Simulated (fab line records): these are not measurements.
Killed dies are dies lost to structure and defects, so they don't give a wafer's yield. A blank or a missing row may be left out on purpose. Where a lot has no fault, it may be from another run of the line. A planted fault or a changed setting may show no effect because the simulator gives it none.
Matching of chambers + flow gf180mcu + GF_CONTACT_CVD_02 on pecvd-04 has 3 sister chambers
The step deposits SiO2 from TEOS, target thk 860 nm, time 95.992 s. 3 wafers are shown with their chamber, then 6 later ones without.

## WAFERS PAIRED WITH THEIR CHAMBERS
| wafer  | chamber | heater_power_w (W) |
|--------|---------|--------------------|
| L380.2 | 0       | 522                |
| L380.6 | 1       | 518                |
| L381.5 | 2       | 615                |

## WAFERS WITHOUT THEIR CHAMBER
| wafer  | heater_power_w (W) |
|--------|--------------------|
| L392.1 | 568                |
| L392.3 | 605                |
| L392.6 | 645                |
| L398.1 | 512                |
| L398.2 | 542                |
| L398.5 | 534                |

## EACH ONE'S CHAMBER
| wafer  | from the rows above          | in truth |
|--------|------------------------------|----------|
| L392.1 | can't be placed: 0 or 2 or 1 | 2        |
| L392.3 | 2                            | 2        |
| L392.6 | 2                            | 2        |
| L398.1 | can't be placed: 1 or 0      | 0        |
| L398.2 | can't be placed: 0 or 1      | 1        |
| L398.5 | can't be placed: 0 or 1      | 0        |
Correct placement for 2 of the 6. Not placeable from these rows: 4 (in 4, the candidates include the true chamber). Wrongly placed: 0.
How it was worked out, from the rows above alone: a wafer's distance from a chamber is the root of the sum, over the readings, of the square of ((its reading less the chamber's mean) divided by the reading's scatter). If the next closest chamber is less than 2 further off than the closest, the wafer can't be placed; otherwise it belongs to the closest. Each chamber's mean is taken over the wafers shown for it. The scatter: with one shown wafer a chamber, the root of the mean of the squares of how far each hidden wafer lies from its nearest shown one.
